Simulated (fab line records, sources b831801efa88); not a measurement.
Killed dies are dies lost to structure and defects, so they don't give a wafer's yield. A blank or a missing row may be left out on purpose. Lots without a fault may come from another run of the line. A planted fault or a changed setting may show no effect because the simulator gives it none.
A struck lot beside a sound one | flow sky130 | 44 steps out of a route of 708
Sound: wafers L407.2, L407.3, L407.4. Struck: wafers L411.2, L411.4, L411.5. The cause comes at the end.
At each step with rows: each side's tool, then ch and its chambers, then its first start. Under that, the readings that differ: sound wafers | struck wafers | difference of the means | sigmas: that difference in standard deviations of wafers without a fault.
alike: readings whose means differ by less than 2 such deviations, and words and numbers that are the same on both sides. not compared: withheld readings, readings that some wafer has no value for, bounds like >300 that may hide the same value, and numbers for which the record gives no deviation and whose values overlap.
The two part at a step that has a row with sigmas, a row that says differs or no value, or rows on one side only. Numbers that don't overlap but have no deviation are shown without sigmas and don't part them. A reading that every wafer of one side lacks parts them only if that side has two wafers or more.

first, 4 steps without rows for these wafers: SKY_LDD_LDN_SOFTBAKE_03 (time 60 s); SKY_LDD_LDN_EXPOSE_04 (exposes mask LDNTM, target cd 700 nm); SKY_LDD_LDN_PEB_05; SKY_LDD_LDN_DEVELOP_06 (develop time 60 s).
SKY_LDD_LDN_OVL_MEAS_07:
  sound on overlay-02, day 23 21:50; struck on overlay-02, day 24 20:34
  alike: LDD_LDN_OVL
then, 4 steps without rows for these wafers: SKY_LDD_LDN_IMPLANT_08; SKY_LDD_LDN_IMPLANT_09; SKY_LDD_LDN_IMPLANT_10; SKY_LDD_LDN_IMPLANT_11.
SKY_LDD_LDN_STRIP_12: strips in O2/N2.
  sound on plasma_asher-04 ch 0,1, day 23 22:28; struck on plasma_asher-01 ch 0,1, day 24 21:12
  alike: drypump_motor_current_A, oes_product_au, strip_time_to_endpoint_s
  not compared: rf_hours_counter_h
SKY_LDD_LDN_TW_MEAS_13:
  sound on film_metro-03, day 23 22:34; struck on film_metro-03, day 24 21:19
  alike: LDD_LDN_TW
then, 1 step without rows for these wafers: SKY_LDD_LDN_CLEAN_14 (cleans in SC1/SC2, time 150 s).
SKY_SPACER_CVD_00: deposits Si3N4 from DCS/NH3, target thk 43.1 nm, time 740 s.
  sound on lpcvd-02 ch 0, day 23 22:58; struck on lpcvd-02 ch 1, day 24 21:57
  reading                                  | sound             | struck            | difference | sigmas
  spike_tc_bottom_C (C)                    | 787.4 791.0 791.0 | 800.4 799.9 800.4 | +10.4      | +10
  spike_tc_centre_C (C)                    | 772.0 772.1 770.1 | 781.3 781.3 782.0 | +10.1      | +10
  spike_tc_lower_C (C)                     | 773.1 772.8 772.1 | 779.9 781.0 779.7 | +7.5       | +6
  spike_tc_top_C (C)                       | 783.6 783.2 784.1 | 792.6 793.5 793.0 | +9.4       | +8
  spike_tc_upper_C (C)                     | 770.3 769.5 768.1 | 778.3 779.6 780.5 | +10.2      | +9
  susceptor_temp_C (C)                     | 770.1 769.6 769.9 | 780.5 780.5 780.2 | +10.5      | +28
  model.Si3N4_of_SPACER_CVD_00.thk_nm (nm) | 43.55 43.47 43.19 | 52.37 52.71 52.75 | +9.21      |
SKY_SPACER_THK_MEAS_01:
  sound on film_metro-03, day 24 00:11; struck on film_metro-04, day 24 23:10
  reading                | sound          | struck         | difference | sigmas
  SPACER_CVD_00_THK (nm) | 43.6 43.5 43.1 | 52.4 52.7 52.7 | +9.2       | +22
SKY_SPACER_ETCHBACK_02: etches Si3N4 in CH3F/O2, stops on SiO2, time 46.7 s, target depth 45 nm.
  sound on rie_diel-03 ch 2,3, day 24 00:14; struck on rie_diel-03 ch 1,2,3, day 24 23:13
  reading                  | sound             | struck            | difference | sigmas
  oes_product_au (a.u.)    | 0.859 0.861 0.850 | 0.942 0.962 0.958 | +0.097     | +15
  model.etch.depth_nm (nm) | 43.55 43.47 43.19 | 52.37 52.71 52.75 | +9.21      |
  alike: drypump_motor_current_A, rf_fwd_power_W, throttle_valve_pct
  not compared: rf_hours_counter_h
then, 8 steps without rows for these wafers: SKY_POLY_CUT_DEHYDRATE_00 (time 60 s); SKY_POLY_CUT_HMDS_01 (prime time 60 s); SKY_POLY_CUT_COAT_02 (resist thk 60 nm); SKY_POLY_CUT_COAT_03 (resist thk 450 nm); SKY_POLY_CUT_SOFTBAKE_04 (time 90 s); SKY_POLY_CUT_EXPOSE_05 (exposes mask NPCM, target cd 270 nm); SKY_POLY_CUT_PEB_06; SKY_POLY_CUT_DEVELOP_07 (develop time 60 s).
SKY_POLY_CUT_CD_MEAS_08: target cd 270 nm.
  sound on cd_sem-01, day 25 06:12; struck on cd_sem-01, day 26 04:41
  alike: cd_nm
SKY_POLY_CUT_OVL_MEAS_09:
  sound on overlay-01, day 25 06:18; struck on overlay-02, day 26 04:48
  alike: POLY_CUT_OVL
SKY_POLY_CUT_ETCH_10: etches BARC in N2/H2, stops on SiO2, time 45.9 s, target depth 60 nm.
  sound on rie_diel-04 ch 0,2,3, day 25 06:20; struck on rie_diel-02 ch 0,3, day 26 04:50
  alike: drypump_motor_current_A, oes_product_au, rf_fwd_power_W, throttle_valve_pct
  not compared: rf_hours_counter_h
SKY_POLY_CUT_ETCH_11: etches Si3N4 in CF4/CH2F2/Ar, stops on poly-Si, time 42.5 s, target depth 60 nm.
  sound on rie_diel-04 ch 0,2,3, day 25 06:23; struck on rie_diel-02 ch 0,3, day 26 04:52
  alike: drypump_motor_current_A, oes_product_au, rf_fwd_power_W, throttle_valve_pct
  not compared: rf_hours_counter_h
SKY_POLY_CUT_STRIP_12: strips in O2/N2.
  sound on plasma_asher-01 ch 0,1, day 25 06:25; struck on plasma_asher-01 ch 0,1, day 26 04:55
  alike: drypump_motor_current_A, oes_product_au, strip_time_to_endpoint_s
  not compared: rf_hours_counter_h
then, 7 steps without rows for these wafers: SKY_SD_P_DEHYDRATE_00 (time 60 s); SKY_SD_P_HMDS_01 (prime time 60 s); SKY_SD_P_COAT_02 (resist thk 1140 nm); SKY_SD_P_SOFTBAKE_03 (time 60 s); SKY_SD_P_EXPOSE_04 (exposes mask PSDM, target cd 380 nm); SKY_SD_P_PEB_05; SKY_SD_P_DEVELOP_06 (develop time 58.02 s).
SKY_SD_P_CD_MEAS_07: target cd 380 nm.
  sound on cd_sem-02, day 26 12:25; struck on cd_sem-02, day 27 09:33
  alike: cd_nm
SKY_SD_P_OVL_MEAS_08:
  sound on overlay-01, day 26 12:31; struck on overlay-01, day 27 09:39
  alike: SD_P_OVL
then, 1 step without rows for these wafers: SKY_SD_P_IMPLANT_09.
SKY_SD_P_STRIP_10: strips in O2/N2.
  sound on plasma_asher-02 ch 0,1, day 26 12:42; struck on plasma_asher-03 ch 0,1, day 27 09:50
  alike: drypump_motor_current_A, oes_product_au, strip_time_to_endpoint_s
  not compared: rf_hours_counter_h
SKY_SD_P_TW_MEAS_11:
  sound on film_metro-04, day 26 12:49; struck on film_metro-02, day 27 09:56
  alike: SD_P_TW
then, 2 steps without rows for these wafers: SKY_RES_XHIGH_DEHYDRATE_00 (time 60 s); SKY_RES_XHIGH_HMDS_01 (prime time 60 s).
-- the record jumps here: 2 days lie between the struck wafers' starts before and after (it left off in module RES_XHIGH and takes up again in module SALICIDE, whose first step shown is number 361 of the route) --
SKY_SALICIDE_CLEAN_00: cleans in HF-last, time 30 s.
  sound on wet_bench-02 ch 2, day 28 23:16; struck on wet_bench-03 ch 2, day 29 20:11
  reading                                  | sound            | struck           | difference | sigmas
  model.Si3N4_of_SPACER_CVD_00.thk_nm (nm) | 42.58 42.5 42.23 | 51.4 51.75 51.78 | +9.2       |
-- the record jumps here: 18 days lie between the struck wafers' starts before and after (it left off in module SALICIDE and takes up again in module PAD_OPEN, whose first step shown is number 708 of the route) --
SKY_PAD_OPEN_PROBE_99:
  sound on prober-01, day 46 14:31; struck on prober-01, day 47 09:37
  reading                                 | sound             | struck            | difference | sigmas
  model.etest.pfet_01v8.r_on_ohm_um       | 2784 2866 2792    | 3142 3197 3180    | +359       |
  model.etest.sonos_uncharged.r_on_ohm_um | 842.1 847.1 840.4 | 852 868.2 858.1   | +16        |
  model.etest.pfet_01v8.drive_ua_um       | 203.4 195.3 202.3 | 179.3 172.9 177.3 | -23.8      |
  model.etest.pfet_01v8_hvt.drive_ua_um   | 152.2 146 149.4   | 131.4 125.8 132.1 | -19.4      |
  model.etest.pfet_01v8_mvt.drive_ua_um   | 159.1 155.5 157.4 | 145.1 142.8 144.8 | -13.1      |
  model.etest.pfet_01v8_lvt.drive_ua_um   | 179.1 176.7 179   | 168.6 166.7 169.9 | -9.9       |
  not compared: model.etest.nfet_g5v0d10v5.r_on_ohm_um, model.etest.sram_pfet_latch.drive_ua_um

WHERE THEY PART
First at SKY_SPACER_CVD_00; last, within this record, at SKY_SPACER_ETCHBACK_02. Later steps at which nothing parts them and some readings are alike: SKY_POLY_CUT_CD_MEAS_08, SKY_POLY_CUT_OVL_MEAS_09, SKY_POLY_CUT_ETCH_10, SKY_POLY_CUT_ETCH_11, SKY_POLY_CUT_STRIP_12, SKY_SD_P_CD_MEAS_07, SKY_SD_P_OVL_MEAS_08, SKY_SD_P_STRIP_10, SKY_SD_P_TW_MEAS_11.

WHY: what the simulator had put in
Process parameter drift: lpcvd-02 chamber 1, from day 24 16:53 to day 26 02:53, at SKY_SPACER_CVD_00. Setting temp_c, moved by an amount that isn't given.
